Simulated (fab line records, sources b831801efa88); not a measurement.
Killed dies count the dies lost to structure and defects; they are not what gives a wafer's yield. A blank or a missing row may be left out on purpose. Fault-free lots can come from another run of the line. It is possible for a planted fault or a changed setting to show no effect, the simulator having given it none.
What tool caused it? / flow gf180mcu / 12 lots, 36 wafers sampled, at 5 steps of a route of 602

== WHAT THE GAUGES SHOWED, per wafer ==
GF_M5_OVL_MEAS_08. Usual: M5_OVL gives -3 nm (standard deviation 5).
lot=L742; measured=day 26 07:45; on=overlay-01; M5_OVL (nm)=5 4 2; flag=
lot=L745; measured=day 27 10:13; on=overlay-01; M5_OVL (nm)=-4 -3 4; flag=
lot=L749; measured=day 28 16:16; on=overlay-02; M5_OVL (nm)=-11 -1 -12; flag=
lot=L750; measured=day 28 18:48; on=overlay-01; M5_OVL (nm)=-6 0 -3; flag=
lot=L751; measured=day 29 03:34; on=overlay-02; M5_OVL (nm)=-3 4 -5; flag=
lot=L753; measured=day 29 17:58; on=overlay-01; M5_OVL (nm)=-4 3 1; flag=
lot=L755; measured=day 30 06:52; on=overlay-01; M5_OVL (nm)=-3 2 -3; flag=
lot=L758; measured=day 31 05:13; on=overlay-01; M5_OVL (nm)=6 -5 0; flag=
lot=L761; measured=day 32 07:27; on=overlay-01; M5_OVL (nm)=6 5 8; flag=
lot=L763; measured=day 32 12:37; on=overlay-01; M5_OVL (nm)=-6 -6 -7; flag=
lot=L765; measured=day 32 20:51; on=overlay-02; M5_OVL (nm)=-2 -5 -5; flag=
lot=L764; measured=day 32 23:17; on=overlay-01; M5_OVL (nm)=0 -4 -4; flag=

GF_TOP_METAL_CD_MEAS_14: target cd 440 nm. Usual: cdNm reads 440.2 nm (standard deviation 2.2).
lot=L742; measured=day 28 02:48; on=cdSem-01; cdNm (nm)=442.2 442.4 439.4; flag=
lot=L745; measured=day 29 03:45; on=cdSem-01; cdNm (nm)=441.2 441.3 440.1; flag=
lot=L749; measured=day 30 07:03; on=cdSem-02; cdNm (nm)=439.2 441.0 440.0; flag=
lot=L750; measured=day 30 10:48; on=cdSem-01; cdNm (nm)=437.1 438.5 436.7; flag=
lot=L751; measured=day 30 19:39; on=cdSem-02; cdNm (nm)=442.4 442.8 441.3; flag=
lot=L753; measured=day 31 08:59; on=cdSem-01; cdNm (nm)=438.0 440.1 438.3; flag=
lot=L755; measured=day 31 20:56; on=cdSem-01; cdNm (nm)=437.7 439.0 438.4; flag=
lot=L758; measured=day 32 17:58; on=cdSem-02; cdNm (nm)=438.3 438.3 438.6; flag=
lot=L761; measured=day 33 17:49; on=cdSem-02; cdNm (nm)=462.4 463.0 462.7; flag=OFF
lot=L763; measured=day 33 22:29; on=cdSem-02; cdNm (nm)=461.5 461.7 462.7; flag=OFF
lot=L765; measured=day 34 07:06; on=cdSem-01; cdNm (nm)=441.9 441.6 439.2; flag=
lot=L764; measured=day 34 09:13; on=cdSem-02; cdNm (nm)=438.5 438.4 441.0; flag=

== EACH LOT AND THE TOOL THAT RAN IT (in order: tool; ch and the chambers of the sampled wafers; start) ==
lot=L742; GF_MIM_SPUTTER_02=pvdSputter-03, day 24 12:35; GF_MIM_SPUTTER_04=pvdSputter-03, day 24 12:38; GF_TOP_METAL_EXPOSE_11=ilineStepper-02 ch 0, day 27 17:26
lot=L745; GF_MIM_SPUTTER_02=pvdSputter-03, day 25 15:05; GF_MIM_SPUTTER_04=pvdSputter-03, day 25 15:08; GF_TOP_METAL_EXPOSE_11=ilineStepper-02 ch 0, day 28 18:52
lot=L749; GF_MIM_SPUTTER_02=pvdSputter-01, day 27 00:37; GF_MIM_SPUTTER_04=pvdSputter-01, day 27 00:40; GF_TOP_METAL_EXPOSE_11=ilineStepper-01 ch 0, day 29 22:09
lot=L750; GF_MIM_SPUTTER_02=pvdSputter-01, day 27 03:09; GF_MIM_SPUTTER_04=pvdSputter-01, day 27 03:12; GF_TOP_METAL_EXPOSE_11=ilineStepper-02 ch 0, day 30 01:07
lot=L751; GF_MIM_SPUTTER_02=pvdSputter-01, day 27 11:46; GF_MIM_SPUTTER_04=pvdSputter-01, day 27 11:49; GF_TOP_METAL_EXPOSE_11=ilineStepper-02 ch 0, day 30 11:31
lot=L753; GF_MIM_SPUTTER_02=pvdSputter-02, day 28 03:33; GF_MIM_SPUTTER_04=pvdSputter-02, day 28 03:36; GF_TOP_METAL_EXPOSE_11=ilineStepper-02 ch 0, day 30 23:47
lot=L755; GF_MIM_SPUTTER_02=pvdSputter-02, day 28 16:53; GF_MIM_SPUTTER_04=pvdSputter-02, day 28 16:56; GF_TOP_METAL_EXPOSE_11=ilineStepper-01 ch 0, day 31 12:45
lot=L758; GF_MIM_SPUTTER_02=pvdSputter-01, day 29 17:10; GF_MIM_SPUTTER_04=pvdSputter-01, day 29 17:13; GF_TOP_METAL_EXPOSE_11=ilineStepper-02 ch 0, day 32 09:46
lot=L761; GF_MIM_SPUTTER_02=pvdSputter-03, day 30 19:47; GF_MIM_SPUTTER_04=pvdSputter-03, day 30 19:50; GF_TOP_METAL_EXPOSE_11=ilineStepper-02 ch 0, day 33 09:56
lot=L763; GF_MIM_SPUTTER_02=pvdSputter-02, day 31 01:33; GF_MIM_SPUTTER_04=pvdSputter-02, day 31 01:36; GF_TOP_METAL_EXPOSE_11=ilineStepper-02 ch 0, day 33 15:28
lot=L765; GF_MIM_SPUTTER_02=pvdSputter-03, day 31 11:25; GF_MIM_SPUTTER_04=pvdSputter-03, day 31 11:28; GF_TOP_METAL_EXPOSE_11=ilineStepper-01 ch 0, day 33 23:13
lot=L764; GF_MIM_SPUTTER_02=pvdSputter-03, day 31 13:05; GF_MIM_SPUTTER_04=pvdSputter-03, day 31 13:08; GF_TOP_METAL_EXPOSE_11=ilineStepper-01 ch 0, day 34 01:43
- GF_MIM_SPUTTER_02: material AlCu, target thk 450 nm, time 23.9 s.
- GF_MIM_SPUTTER_04: material TiN, target thk 50 nm, time 41.7 s.
- GF_TOP_METAL_EXPOSE_11: exposes mask MetalTop, target cd 440 nm.

== WHAT THE TOOLS THEMSELVES READ (means of the sampled wafers that have a number; where no wafer has one, the mark that the record gives instead) ==
GF_MIM_SPUTTER_02. Usual: throttleValvePct reads 29.8 % (standard deviation 1).
lot=L742; tool=pvdSputter-03; throttleValvePct (%)=29.7; flag=
lot=L745; tool=pvdSputter-03; throttleValvePct (%)=29.0; flag=
lot=L749; tool=pvdSputter-01; throttleValvePct (%)=29.8; flag=
lot=L750; tool=pvdSputter-01; throttleValvePct (%)=29.9; flag=
lot=L751; tool=pvdSputter-01; throttleValvePct (%)=30.0; flag=
lot=L753; tool=pvdSputter-02; throttleValvePct (%)=30.2; flag=
lot=L755; tool=pvdSputter-02; throttleValvePct (%)=30.4; flag=
lot=L758; tool=pvdSputter-01; throttleValvePct (%)=29.8; flag=
lot=L761; tool=pvdSputter-03; throttleValvePct (%)=29.7; flag=
lot=L763; tool=pvdSputter-02; throttleValvePct (%)=29.8; flag=
lot=L765; tool=pvdSputter-03; throttleValvePct (%)=29.1; flag=
lot=L764; tool=pvdSputter-03; throttleValvePct (%)=29.8; flag=

GF_MIM_SPUTTER_04. Usual: throttleValvePct reads 29.8 % (standard deviation 1).
lot=L742; tool=pvdSputter-03; throttleValvePct (%)=29.7; flag=
lot=L745; tool=pvdSputter-03; throttleValvePct (%)=29.1; flag=
lot=L749; tool=pvdSputter-01; throttleValvePct (%)=29.8; flag=
lot=L750; tool=pvdSputter-01; throttleValvePct (%)=30.1; flag=
lot=L751; tool=pvdSputter-01; throttleValvePct (%)=30.2; flag=
lot=L753; tool=pvdSputter-02; throttleValvePct (%)=30.2; flag=
lot=L755; tool=pvdSputter-02; throttleValvePct (%)=30.3; flag=
lot=L758; tool=pvdSputter-01; throttleValvePct (%)=29.8; flag=
lot=L761; tool=pvdSputter-03; throttleValvePct (%)=29.8; flag=
lot=L763; tool=pvdSputter-02; throttleValvePct (%)=29.9; flag=
lot=L765; tool=pvdSputter-03; throttleValvePct (%)=29.1; flag=
lot=L764; tool=pvdSputter-03; throttleValvePct (%)=29.7; flag=

GF_TOP_METAL_EXPOSE_11. Usual: exposureDoseMJCm2 reads 170.3 (standard deviation 0.31).
lot=L742 tool=ilineStepper-02 exposureDoseMJCm2=169.9 flag=
lot=L745 tool=ilineStepper-02 exposureDoseMJCm2=170.0 flag=
lot=L749 tool=ilineStepper-01 exposureDoseMJCm2=170.6 flag=
lot=L750 tool=ilineStepper-02 exposureDoseMJCm2=169.8 flag=
lot=L751 tool=ilineStepper-02 exposureDoseMJCm2=170.0 flag=
lot=L753 tool=ilineStepper-02 exposureDoseMJCm2=170.1 flag=
lot=L755 tool=ilineStepper-01 exposureDoseMJCm2=170.5 flag=
lot=L758 tool=ilineStepper-02 exposureDoseMJCm2=170.0 flag=
lot=L761 tool=ilineStepper-02 exposureDoseMJCm2=157.8 flag=OFF
lot=L763 tool=ilineStepper-02 exposureDoseMJCm2=157.9 flag=OFF
lot=L765 tool=ilineStepper-01 exposureDoseMJCm2=170.5 flag=
lot=L764 tool=ilineStepper-01 exposureDoseMJCm2=170.8 flag=

== THE ANSWER, worked out from the rows above alone ==
Rule: a lot is off if the mean of its wafers that have a number lies more than 3 standard deviations from the usual mean. A lot without any number at a reading at which 4 lots or more have one is off too. Where the step has rows for the other lots, those lots are counted as sound. First the gauges in route order, then the tools' own readings, where a lot's mean is used as printed above. At the first step where some lot is off, the reading lying furthest off is the one used; lots without a number count as furthest.
Off: L761, L763 (GF_TOP_METAL_CD_MEAS_14, cdNm).
A tool fits if, at a process step before that reading, it ran every lot that is off, and no sound lot after the first of them. The gauges at GF_TOP_METAL_CD_MEAS_14 aren't tried: what is off there is off at GF_TOP_METAL_EXPOSE_11 too, on other tools, and a gauge's error can't cause that. One candidate fits, namely ilineStepper-02 at GF_TOP_METAL_EXPOSE_11. A fault onset in the window from L758 (day 32 09:46, its last sound lot) to L761 (day 33 09:56, its first lot off) fits.
On the lots that are off, the tool's own readings at GF_TOP_METAL_EXPOSE_11 differ by more than 5 times the standard deviation of the sound lots' means, which bears it out; exposureDoseMJCm2 reads 157.9 there versus 170.2 on the sound lots.

== WHAT WAS PUT IN BY THE SIMULATOR ==
Process parameter drift: ilineStepper-02, from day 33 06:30 on, at GF_TOP_METAL_EXPOSE_11. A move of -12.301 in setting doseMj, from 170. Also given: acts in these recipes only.
Shown lots that were struck: L761, L763. The rule given above showed the same thing.
